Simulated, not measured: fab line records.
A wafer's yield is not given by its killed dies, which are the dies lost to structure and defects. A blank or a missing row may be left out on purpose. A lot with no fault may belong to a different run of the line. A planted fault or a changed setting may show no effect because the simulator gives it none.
fab line records	flow sky130
[record] lots = 6	wafers = 18	last_day = 50
route steps=708 shown POLY_GATE@222 PAD_OPEN@708
lots that met no fault: from a run of the same line without faults
start_h: start of the lot's first displayed wafer, in hours after the record's first day	wait_h: hours since the lot's step before	" unchanged from the row above	L1.1+2: a single row standing in for several wafers	- no value present, or no start provided	* or withheld: withheld	< > ~ a bound
route shown NAME@n: NAME is a module with steps in the file, n the number in the route of the first one	usual: mean/standard deviation taken from wafers without a fault	same: alike in all rows	chamber/n: place in a boat	sites: per-site readings	_std_site: standard deviation of those values	_edge_site: inner sites' mean taken away from outer sites' mean	radius_mm: for every site, how far away it sits from the centre of the wafer	mask NAME#n: copy n	behind: tool/chamber where the wafer was last shaped	hold: why the lot was held/for how many hours/how that ended	device: the n, p or np transistor that did not switch	end of line: tests run on the same wafers once the route is complete	where a step has no rows: the recipe by itself	killed: the dies lost at the first sort to structure and to defects; this is not the yield of the wafer	map: shows each die of a wafer: x if killed, . if not, _ if none is there
set.NAME: the setting that was run; set.NAME@STEP: the one run at that earlier step	model.NAME: the simulator's own value behind a step, which no gauge read
a table for each step, a row for each wafer; lots at some steps of the route
services: when a tool's chamber went out of use (start_h, in hours from the record's first day, below 0 if earlier), for how many hours, and the reason
[[steps]]
[step SKY_POLY_GATE_COAT_08]
[recipe] resist = KrF-thick	spin_rpm = 3000	resist_thk_nm = 450
[step SKY_POLY_GATE_SOFTBAKE_09]
[recipe] temp_c = 100	time_s = 90	resist = KrF-thick
[step SKY_POLY_GATE_EXPOSE_10]
[recipe] mask_id = P1M	na = 0.68	source_shape = conventional	sigma_outer = 0.6	target_cd_nm = 150	dose_mj = 28
[step SKY_POLY_GATE_PEB_11]
[recipe] peb_temp_c = withheld	peb_time_s = withheld	resist = KrF-thick
[step SKY_POLY_GATE_DEVELOP_12]
[recipe] develop_time_s = 60	resist = KrF-thick	dev_temp_c = 21
[step SKY_POLY_GATE_CD_MEAS_13]
[recipe] target_cd_nm = 150
[usual] cd_nm = 150.2/1.4
lot.wafer	tool	chamber	start_h	wait_h	cd_nm
L164.1	cd_sem-02	-	390.19	-	151.3
L164.4	"	-	"	"	152.2
L164.6	"	-	"	"	149.9
L165.1	cd_sem-02	-	401.89	-	149.5
L165.3	"	-	"	"	149.2
L165.5	"	-	"	"	149.8
L166.2	cd_sem-02	-	404.65	-	149.5
L166.4	"	-	"	"	149.1
L166.5	"	-	"	"	149.1
L176.3	cd_sem-01	-	516.47	-	151.3
L176.4	"	-	"	"	151.6
L176.5	"	-	"	"	152.4
L177.2	cd_sem-02	-	533.85	-	150.6
L177.3	"	-	"	"	149.2
L177.5	"	-	"	"	149.0
L181.2	cd_sem-01	-	546.50	-	151.4
L181.3	"	-	"	"	152.2
L181.4	"	-	"	"	151.7
[step SKY_POLY_GATE_OVL_MEAS_14]
[usual] POLY_GATE_OVL = -1/5.7
lot.wafer	tool	chamber	start_h	wait_h	POLY_GATE_OVL[nm]
L164.1	overlay-01	-	390.31	0.1	-10
L164.4	"	-	"	"	-11
L164.6	"	-	"	"	-6
L165.1	overlay-02	-	402.01	0.1	0
L165.3	"	-	"	"	-7
L165.5	"	-	"	"	-3
L166.2	overlay-01	-	404.75	0.1	-1
L166.4	"	-	"	"	-2
L166.5	"	-	"	"	-4
L176.3	overlay-02	-	516.56	0.1	8
L176.4	"	-	"	"	4
L176.5	"	-	"	"	14
L177.2	overlay-02	-	533.96	0.1	-1
L177.3	"	-	"	"	10
L177.5	"	-	"	"	5
L181.2	overlay-02	-	546.60	0.1	-7
L181.3	"	-	"	"	-5
L181.4	"	-	"	"	-11
[step SKY_POLY_GATE_ETCH_15]
[recipe] chemistry = N2/H2	target = BARC	ion_energy_ev = 200	source_w = 500	bias_w = 100	pressure_mtorr = 30	n2_flow_sccm = 100	h2_flow_sccm = 200	stop_on = SiO2	time_s = 118.5	target_depth_a = 1100
[usual] drypump_motor_current_A = 5.5/0.47	oes_product_au = 0.717/0.0043	throttle_valve_pct = 13.212/0.0088
lot.wafer	tool	chamber	start_h	wait_h	drypump_motor_current_A	oes_product_au	rf_hours_counter_h	throttle_valve_pct
L164.1	rie_diel-04	3	390.35	0.0	5.9	0.722	0	13.209
L164.4	"	1	"	"	4.9	0.723	53	13.224
L164.6	"	0	"	"	5.5	0.713	-	13.203
L165.1	rie_diel-04	3	402.04	0.0	6.0	0.724	0	13.206
L165.3	"	2	"	"	4.9	0.718	15	13.218
L165.5	"	3	"	"	6.0	0.715	-	13.207
L166.2	rie_diel-02	0	404.78	0.0	5.9	0.718	66	13.224
L166.4	"	2	"	"	6.4	0.715	-	13.216
L166.5	"	2	"	"	6.4	0.715	-	13.219
L176.3	rie_diel-01	3	516.58	0.0	5.5	0.721	0	13.207
L176.4	"	0	"	"	5.8	0.713	19	13.220
L176.5	"	1	"	"	5.7	0.712	-	13.207
L177.2	rie_diel-02	3	533.99	0.0	5.4	0.713	1	13.211
L177.3	"	2	"	"	6.4	0.721	57	13.208
L177.5	"	3	"	"	5.4	0.712	-	13.223
L181.2	rie_diel-02	2	546.63	0.0	6.4	0.721	57	13.204
L181.3	"	3	"	"	5.4	0.724	2	13.198
L181.4	"	1	"	"	5.2	0.716	68	13.219
[step SKY_POLY_GATE_ETCH_16]
[recipe] stop_on = poly-Si	chemistry = CH3F/O2	target = Si3N4	source_w = 400	bias_w = 80	pressure_mtorr = 25	ch3f_flow_sccm = 40	O2_flow_sccm = 30	time_s = 147.5	target_depth_a = 750
[usual] ch3f_flow_sccm = 40.00/0.12	drypump_motor_current_A = 5.5/0.47	oes_product_au = 0.641/0.0054	throttle_valve_pct = 10.534/0.0092
lot.wafer	tool	chamber	start_h	wait_h	ch3f_flow_sccm	drypump_motor_current_A	oes_product_au	rf_hours_counter_h	throttle_valve_pct
L164.1	rie_diel-04	3	390.43	0.0	39.92	5.9	0.646	0	10.524
L164.4	"	1	"	"	39.86	5.0	0.639	53	10.536
L164.6	"	0	"	"	40.00	5.4	0.640	-	10.532
L165.1	rie_diel-04	3	402.12	0.0	40.03	5.9	0.634	0	10.531
L165.3	"	2	"	"	39.86	4.9	0.638	15	10.543
L165.5	"	3	"	"	39.97	5.9	0.639	-	10.524
L166.2	rie_diel-02	0	404.91	0.1	39.99	5.9	0.643	67	10.543
L166.4	"	2	"	"	40.14	6.4	0.645	-	10.560
L166.5	"	2	"	"	39.95	6.4	0.646	-	10.531
L176.3	rie_diel-01	3	516.67	0.0	40.17	5.5	0.647	0	10.520
L176.4	"	0	"	"	39.97	5.8	0.643	19	10.532
L176.5	"	1	"	"	39.98	5.6	0.641	-	10.539
L177.2	rie_diel-02	3	534.07	0.0	39.87	5.4	0.636	2	10.543
L177.3	"	2	"	"	40.01	6.3	0.643	57	10.525
L177.5	"	3	"	"	39.97	5.4	0.640	-	10.530
L181.2	rie_diel-02	2	546.72	0.0	39.80	6.3	0.636	57	10.533
L181.3	"	3	"	"	39.98	5.4	0.642	2	10.538
L181.4	"	1	"	"	40.08	5.1	0.643	69	10.536
[step SKY_POLY_GATE_ETCH_17]
[recipe] target_depth_nm = 180	stop_on = SiO2	over_etch_frac = 0.56667	chemistry = HBr/Cl2	target = poly-Si	icp_w = 400	bias_w = 100	pressure_mtorr = 10	HBr_flow_sccm = 150	Cl2_flow_sccm = 50	time_s = 70.5
[usual] drypump_motor_current_A = 5.82/0.28	oes_product_au = 0.984/0.0075	throttle_valve_pct = 33.685/0.0097
lot.wafer	tool	chamber	start_h	wait_h	drypump_motor_current_A	oes_product_au	rf_hours_counter_h	throttle_valve_pct
L164.1	rie_si-01	2	390.53	0.0	5.95	0.998	2	33.668
L164.4	"	1	"	"	5.91	0.989	0	33.671
L164.6	"	3	"	"	6.28	1.000	-	33.689
L165.1	rie_si-02	0	402.22	0.0	5.97	0.996	1	33.679
L165.3	"	2	"	"	5.38	0.979	32	33.685
L165.5	"	3	"	"	6.01	0.992	-	33.692
L166.2	rie_si-01	1	405.06	0.1	5.89	0.983	0	33.675
L166.4	"	0	"	"	5.45	0.982	-	33.687
L166.5	"	1	"	"	5.85	0.967	-	33.696
L176.3	rie_si-02	2	516.76	0.0	5.38	0.979	32	33.683
L176.4	"	3	"	"	5.99	0.988	1	33.672
L176.5	"	1	"	"	5.64	0.968	-	33.691
L177.2	rie_si-02	0	534.17	0.0	5.97	0.985	2	33.688
L177.3	"	1	"	"	5.65	0.978	4	33.684
L177.5	"	1	"	"	5.64	0.976	-	33.688
L181.2	rie_si-01	1	546.81	0.0	5.87	0.979	1	33.697
L181.3	"	3	"	"	6.27	0.997	19	33.676
L181.4	"	2	"	"	5.94	0.997	2	33.689
[step SKY_POLY_GATE_STRIP_18]
[recipe] chemistry = O2/N2	power_w = 1400	pressure_mtorr = 1500	platen_temp_c = withheld	o2_flow_sccm = 3000	n2_flow_sccm = 300	overash_fraction = 0.5
[usual] drypump_motor_current_A = 5.6/0.59	o2_flow_sccm = 3002/9.3	oes_product_au = 0.361/0.005	strip_time_to_endpoint_s = 3.17/0.038
lot.wafer	tool	chamber	start_h	wait_h	drypump_motor_current_A	o2_flow_sccm	oes_product_au	rf_hours_counter_h	strip_time_to_endpoint_s
L164.1	plasma_asher-02	0	390.59	0.0	6.3	3008	0.353	71	3.17
L164.4	"	1	"	"	5.4	3008	0.365	-	3.14
L164.6	"	0	"	"	6.3	3003	0.360	-	3.20
L165.1	plasma_asher-04	0	402.28	0.0	5.9	3011	0.359	60	3.15
L165.3	"	1	"	"	5.0	3000	0.364	-	3.25
L165.5	"	0	"	"	5.9	3008	0.354	-	3.17
L166.2	plasma_asher-02	1	405.11	0.0	5.4	3010	0.364	72	3.21
L166.4	"	0	"	"	6.3	2995	0.360	-	3.18
L166.5	"	1	"	"	5.4	3006	0.358	-	3.20
L176.3	plasma_asher-04	1	516.85	0.1	5.0	3010	0.361	-	3.23
L176.4	"	0	"	"	5.9	2996	0.359	-	3.14
L176.5	"	0	"	"	5.8	3004	0.364	-	3.19
L177.2	plasma_asher-02	0	534.23	0.0	6.3	3010	0.359	9	3.14
L177.3	"	0	"	"	6.3	3011	0.368	-	3.18
L177.5	"	0	"	"	6.3	3019	0.356	-	3.14
L181.2	plasma_asher-04	1	546.87	0.0	5.0	2997	0.361	74	3.17
L181.3	"	1	"	"	5.0	2989	0.350	-	3.08
L181.4	"	0	"	"	5.9	3007	0.352	-	3.11
[step SKY_POLY_GATE_CLEAN_19]
[recipe] chemistry = SC1/SC2	mix = 1:4:20	temp_c = 70	time_s = 150	dry = n2_spin
[step SKY_POLY_GATE_OXIDATION_20]
[recipe] temp_c = 850	ambient = O2	stabilise_s = 600	purge_s = 300	target_thk_a = 40	ox_time_s = 899
[usual] spike_tc_centre_C = 850.0/1.5	spike_tc_lower_C = 851.1/0.95	spike_tc_top_C = 862.3/2.8	spike_tc_upper_C = 850.0/1	zone_power_centre_pct = 16.3/0.94
lot.wafer	tool	chamber	start_h	wait_h	spike_tc_centre_C	spike_tc_lower_C	spike_tc_top_C	spike_tc_upper_C	zone_power_centre_pct	model.SiO2_of_POLY_GATE_OXIDATION_20.thk_nm
L164.1	furnace-02	0	397.93	7.2	849.7	851.6	858.7	851.1	17.2	3.945
L164.4	"	0	"	"	852.8	851.5	859.3	850.0	17.6	3.978
L164.6	"	0	"	"	851.3	852.0	859.1	848.8	17.3	3.944
L165.1	furnace-02	0	410.55	8.1	879.6	849.0	860.4	847.7	26.2	4.329
L165.3	"	0	"	"	877.5	848.5	859.7	848.5	26.5	4.178
L165.5	"	0	"	"	878.2	847.5	860.4	846.2	27.0	4.046
L166.2	furnace-02	0	410.55	5.3	879.4	848.3	858.7	847.8	27.3	4.531
L166.4	"	0	"	"	877.9	847.8	859.5	845.8	26.3	4.565
L166.5	"	0	"	"	880.1	848.9	859.8	846.0	26.8	4.499
L176.3	furnace-01	0	516.98	0.0	847.7	849.3	865.0	851.6	15.4	4.083
L176.4	"	0	"	"	849.2	850.4	863.8	849.4	15.3	4.156
L176.5	"	0	"	"	849.3	850.3	865.8	850.7	15.4	4.096
L177.2	furnace-02	0	535.12	0.7	854.8	853.0	858.4	849.3	17.7	3.944
L177.3	"	0	"	"	849.9	850.8	858.9	852.3	17.5	4.016
L177.5	"	0	"	"	851.7	852.1	858.3	850.9	17.7	3.875
L181.2	furnace-01	0	547.27	0.3	849.6	850.3	862.4	851.3	15.5	3.795
L181.3	"	0	"	"	850.5	849.7	865.2	850.2	15.6	3.803
L181.4	"	0	"	"	848.7	851.6	864.3	849.3	15.5	3.804
[step SKY_POLY_GATE_THK_MEAS_21]
[recipe] reads = SiO2_of_POLY_GATE_OXIDATION_20
[usual] POLY_GATE_OXIDATION_THK = 3.99/0.098
lot.wafer	tool	chamber	start_h	wait_h	POLY_GATE_OXIDATION_THK[nm]
L164.1	film_metro-02	-	399.18	0.0	3.89
L164.4	"	-	"	"	3.95
L164.6	"	-	"	"	3.96
L165.1	film_metro-02	-	411.80	0.0	4.31
L165.3	"	-	"	"	4.26
L165.5	"	-	"	"	4.02
L166.2	film_metro-01	-	411.81	0.0	4.51
L166.4	"	-	"	"	4.59
L166.5	"	-	"	"	4.45
L176.3	film_metro-02	-	518.25	0.0	4.12
L176.4	"	-	"	"	4.16
L176.5	"	-	"	"	4.10
L177.2	film_metro-02	-	536.38	0.0	3.98
L177.3	"	-	"	"	4.07
L177.5	"	-	"	"	3.81
L181.2	film_metro-01	-	548.60	0.1	3.76
L181.3	"	-	"	"	3.86
L181.4	"	-	"	"	3.83
[step SKY_POLY_GATE_CD_MEAS_22]
[usual] cd_nm = 150.7/2.1
lot.wafer	tool	chamber	start_h	wait_h	cd_nm
L164.1	cd_sem-02	-	399.24	0.1	150.4
L164.4	"	-	"	"	151.3
L164.6	"	-	"	"	152.3
L165.1	cd_sem-02	-	411.86	0.1	150.5
L165.3	"	-	"	"	148.8
L165.5	"	-	"	"	149.8
L166.2	cd_sem-01	-	411.88	0.1	146.0
L166.4	"	-	"	"	150.3
L166.5	"	-	"	"	147.3
L176.3	cd_sem-01	-	518.35	0.1	152.7
L176.4	"	-	"	"	153.9
L176.5	"	-	"	"	152.0
L177.2	cd_sem-02	-	536.46	0.1	151.5
L177.3	"	-	"	"	150.9
L177.5	"	-	"	"	148.5
L181.2	cd_sem-01	-	548.96	0.3	149.4
L181.3	"	-	"	"	149.4
L181.4	"	-	"	"	151.2
[step SKY_PAD_OPEN_PROBE_99]
[usual] killed_at_M0_to_M3 = 44/6.9	killed_at_M4_up = 3.3/1.7	killed_at_contacts = 24/4.7	killed_at_front_end = 15/4.5	killed_at_other = 0.2/0.49	killed_dies = 86/8.4	killed_on_rim = 17/4.2	killed_open = 47/6.5	killed_short = 39/6
[same] gross_dies = 492	killed_at_back_side = 0
lot.wafer	tool	chamber	start_h	wait_h	killed_at_M0_to_M3	killed_at_M4_up	killed_at_contacts	killed_at_front_end	killed_at_other	killed_dies	killed_on_rim	killed_open	killed_short	model.etest.tip_sonos.rs_ohm_sq	model.etest.tip_n.rs_ohm_sq
L164.1	prober-02	-	1090.80	0.1	42	4	29	12	0	87	18	42	45	2644	438.8
L164.4	prober-02	-	1090.95	0.2	32	3	30	12	0	77	18	39	38	2636	437.6
L164.6	prober-02	-	1091.05	0.2	51	2	27	16	0	96	24	46	50	2648	434.8
L165.1	prober-01	-	1101.43	0.1	50	5	22	14	0	91	15	47	44	2769	451
L165.3	prober-01	-	1101.53	0.2	42	3	26	33	1	105	17	60	45	2785	447.9
L165.5	prober-01	-	1101.63	0.2	45	2	28	11	1	87	15	47	40	2710	444.6
L166.2	prober-02	-	1101.73	0.1	30	1	25	16	0	72	14	36	36	2772	447
L166.4	prober-02	-	1101.83	0.2	37	5	19	18	0	79	14	45	34	2787	448.7
L166.5	prober-02	-	1101.88	0.2	44	2	27	14	0	87	16	44	43	2791	446.1
L176.3	prober-01	-	1165.94	0.2	47	1	15	17	1	81	14	40	41	2681	443.5
L176.4	prober-01	-	1165.99	0.2	50	5	24	14	0	93	16	52	41	2659	444
L176.5	prober-01	-	1166.04	0.2	49	3	26	11	1	90	14	49	41	2687	442.1
L177.2	prober-01	-	1179.46	0.1	48	4	22	13	1	88	16	49	39	2652	441.2
L177.3	prober-01	-	1179.51	0.2	54	2	24	19	0	99	13	52	47	2749	445.6
L177.5	prober-01	-	1179.61	0.2	49	5	26	7	0	87	17	41	46	2738	440.5
L181.2	prober-02	-	1188.39	0.1	42	2	24	16	0	84	12	46	38	2670	432.6
L181.3	prober-02	-	1188.44	0.2	40	5	27	11	1	84	14	51	33	2649	430.8
L181.4	prober-02	-	1188.49	0.2	34	6	21	17	0	78	16	47	31	2605	428.7
// killed by level:class
L164.1 CONTACT:geometric_particle:open=14 METAL2:geometric_particle:short=9 VIA1:geometric_particle:open=8 LOCAL_INTERCONNECT:geometric_particle:short=8 VIA1:geometric_particle:short=6 VIA2:geometric_particle:open=6 POLY_GATE:geometric_particle:short=5 METAL1:geometric_particle:short=5
L164.4 CONTACT:geometric_particle:open=9 CONTACT:geometric_particle:short=7 LOCAL_INTERCONNECT:geometric_particle:short=6 METAL1:geometric_particle:short=6 VIA1:geometric_particle:open=6 VIA2:geometric_particle:open=6 FIELD_ISO:geometric_particle:open=5 FIELD_ISO:geometric_particle:short=5
L164.6 VIA1:geometric_particle:open=14 CONTACT:geometric_particle:short=11 VIA1:geometric_particle:short=8 METAL1:geometric_particle:short=7 CONTACT:geometric_particle:open=7 VIA3:geometric_particle:open=6 METAL2:geometric_particle:short=5 VIA2:geometric_particle:open=4
L165.1 VIA1:geometric_particle:open=15 CONTACT:geometric_particle:open=8 VIA1:geometric_particle:short=7 METAL1:geometric_particle:short=5 METAL2:geometric_particle:short=5 METAL4:geometric_particle:short=5 LI_CONTACT:geometric_particle:open=4 VIA2:geometric_particle:open=4
L165.3 VIA1:geometric_particle:open=11 FIELD_ISO:geometric_particle:short=8 POLY_GATE:geometric_particle:open=8 LI_CONTACT:geometric_particle:open=7 CONTACT:geometric_particle:open=7 CONTACT:geometric_particle:short=5 METAL1:geometric_particle:short=5 FIELD_ISO:geometric_particle:open=4
L165.5 VIA1:geometric_particle:open=12 LI_CONTACT:geometric_particle:open=10 CONTACT:geometric_particle:open=8 VIA1:geometric_particle:short=8 VIA2:geometric_particle:open=6 CONTACT:geometric_particle:short=6 METAL2:geometric_particle:short=5 FIELD_ISO:geometric_particle:short=4
L166.2 LI_CONTACT:geometric_particle:open=7 CONTACT:geometric_particle:open=7 METAL2:geometric_particle:short=7 FIELD_ISO:geometric_particle:open=5 VIA3:geometric_particle:open=5 LOCAL_INTERCONNECT:geometric_particle:short=4 METAL1:geometric_particle:short=4 VIA3:geometric_particle:short=4
L166.4 VIA1:geometric_particle:open=11 CONTACT:geometric_particle:open=8 FIELD_ISO:geometric_particle:short=7 VIA2:geometric_particle:open=5 VIA3:geometric_particle:open=5 POLY_GATE:geometric_particle:open=4 LI_CONTACT:geometric_particle:open=4 METAL1:geometric_particle:short=4
L166.5 CONTACT:geometric_particle:open=9 LI_CONTACT:geometric_particle:open=7 METAL2:geometric_particle:short=7 FIELD_ISO:geometric_particle:open=6 VIA1:geometric_particle:short=5 METAL3:geometric_particle:short=5 VIA3:geometric_particle:open=5 LOCAL_INTERCONNECT:geometric_particle:short=4
L176.3 VIA1:geometric_particle:open=17 POLY_GATE:geometric_particle:short=7 LOCAL_INTERCONNECT:geometric_particle:short=5 METAL1:geometric_particle:short=5 VIA1:geometric_particle:short=5 METAL2:geometric_particle:short=5 VIA2:geometric_particle:open=4 VIA3:geometric_particle:open=4
L176.4 VIA1:geometric_particle:open=17 LOCAL_INTERCONNECT:geometric_particle:short=9 VIA2:geometric_particle:open=8 VIA3:geometric_particle:open=7 METAL2:geometric_particle:short=5 METAL4:geometric_particle:short=5 POLY_GATE:geometric_particle:open=4 LI_CONTACT:geometric_particle:open=4
L176.5 VIA1:geometric_particle:open=11 VIA3:geometric_particle:open=9 CONTACT:geometric_particle:open=8 VIA1:geometric_particle:short=7 LI_CONTACT:geometric_particle:open=6 LOCAL_INTERCONNECT:geometric_particle:short=5 CONTACT:geometric_particle:short=4 METAL2:geometric_particle:short=4
L177.2 VIA1:geometric_particle:open=10 FIELD_ISO:geometric_particle:open=7 LI_CONTACT:geometric_particle:open=7 CONTACT:geometric_particle:open=7 VIA2:geometric_particle:open=7 VIA1:geometric_particle:short=6 VIA2:geometric_particle:short=5 METAL3:geometric_particle:short=4
L177.3 VIA1:geometric_particle:open=13 LI_CONTACT:geometric_particle:open=10 VIA3:geometric_particle:open=8 VIA2:geometric_particle:open=8 POLY_GATE:geometric_particle:short=6 CONTACT:geometric_particle:short=5 METAL1:geometric_particle:short=5 VIA1:geometric_particle:short=5
L177.5 CONTACT:geometric_particle:short=9 VIA1:geometric_particle:open=9 CONTACT:geometric_particle:open=8 METAL2:geometric_particle:short=6 VIA3:geometric_particle:open=6 VIA2:geometric_particle:short=6 VIA2:geometric_particle:open=5 METAL1:geometric_particle:short=4
L181.2 VIA1:geometric_particle:open=10 LI_CONTACT:geometric_particle:open=10 VIA3:geometric_particle:open=6 VIA1:geometric_particle:short=6 FIELD_ISO:geometric_particle:short=5 CONTACT:geometric_particle:open=5 METAL1:geometric_particle:short=5 METAL2:geometric_particle:short=5
L181.3 LI_CONTACT:geometric_particle:open=12 VIA1:geometric_particle:open=10 VIA2:geometric_particle:open=8 LOCAL_INTERCONNECT:geometric_particle:short=7 VIA2:geometric_particle:short=5 VIA3:geometric_particle:open=5 CONTACT:geometric_particle:open=4 VIA1:geometric_particle:short=4
L181.4 CONTACT:geometric_particle:open=8 VIA1:geometric_particle:open=8 FIELD_ISO:geometric_particle:open=6 LI_CONTACT:geometric_particle:open=6 VIA3:geometric_particle:open=6 VIA2:geometric_particle:short=6 METAL2:geometric_particle:short=4 METAL4:geometric_particle:short=4
[[services]]
tool	chamber	start_h	hours	kind
rie_diel-04	3	367.79	-	clean
rie_diel-02	-	369.59	14.6	pm
rie_diel-02	3	384.19	-	clean
rie_diel-02	3	384.19	17.8	scheduled_down
rie_diel-02	3	384.19	17.8	vent_cycle
rie_diel-02	1	389.34	15.6	repair
rie_si-01	3	391.24	15.0	repair
rie_diel-04	-	403.34	14.6	pm
rie_diel-02	3	404.27	41.1	repair
rie_si-01	-	408.11	0.6	repair
furnace-02	-	420.41	17.9	pm
plasma_asher-02	-	421.25	9.0	pm
rie_diel-04	2	429.45	7.3	repair
furnace-02	-	438.30	2.9	pm
rie_diel-02	-	441.90	0.7	repair
rie_si-01	-	448.23	2.8	pm
rie_si-02	0	463.99	7.0	repair
rie_diel-02	1	476.08	4.5	repair
rie_diel-01	1	481.52	1.5	repair
plasma_asher-02	-	502.00	13.2	repair
furnace-01	-	506.05	4.1	pm
furnace-01	-	526.06	3.0	pm
rie_si-02	3	533.55	2.9	repair
rie_si-01	2	537.80	1.9	repair
[[key]]
[first_sign] step = SKY_POLY_GATE_OXIDATION_20	reading = spike_tc_centre_C	direction = up	sigmas = 19	usual = 850.0	struck = 878.8
[effect] step = SKY_POLY_GATE_OXIDATION_20	reading = zone_power_centre_pct	direction = up	sigmas = 11	usual = 16.3	struck = 26.7
[effect] step = SKY_POLY_GATE_THK_MEAS_21	reading = POLY_GATE_OXIDATION_THK	direction = up	sigmas = 3.8	usual = 3.99	struck = 4.36	wafers_moved = 5
[model_effect] step = SKY_POLY_GATE_OXIDATION_20	value = SiO2_of_POLY_GATE_OXIDATION_20.thk_nm	without = 3.906	struck = 4.358
[model_effect] step = SKY_PAD_OPEN_PROBE_99	value = etest.tip_sonos.rs_ohm_sq	without = 2692	struck = 2769
met_at SKY_POLY_GATE_OXIDATION_20
struck_wafers L165.1,L165.3,L165.5,L166.2,L166.4,L166.5
tester_left_out L165,L166
onset_between 397.93 410.55
[fault] kind = process_parameter_drift	tool = furnace-02	chamber = -	onset_h = 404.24	steps = SKY_POLY_GATE_OXIDATION_20	channel = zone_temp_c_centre	offset = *	shape = step	end_h = 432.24
// tester_left_out: of these lots the tester's yield and bins aren't shown, on N5 and GAA mostly nor the transistor test; their killed dies are dies lost to structure and defects alone, not to doping, threshold or leakage, so they don't give the yield
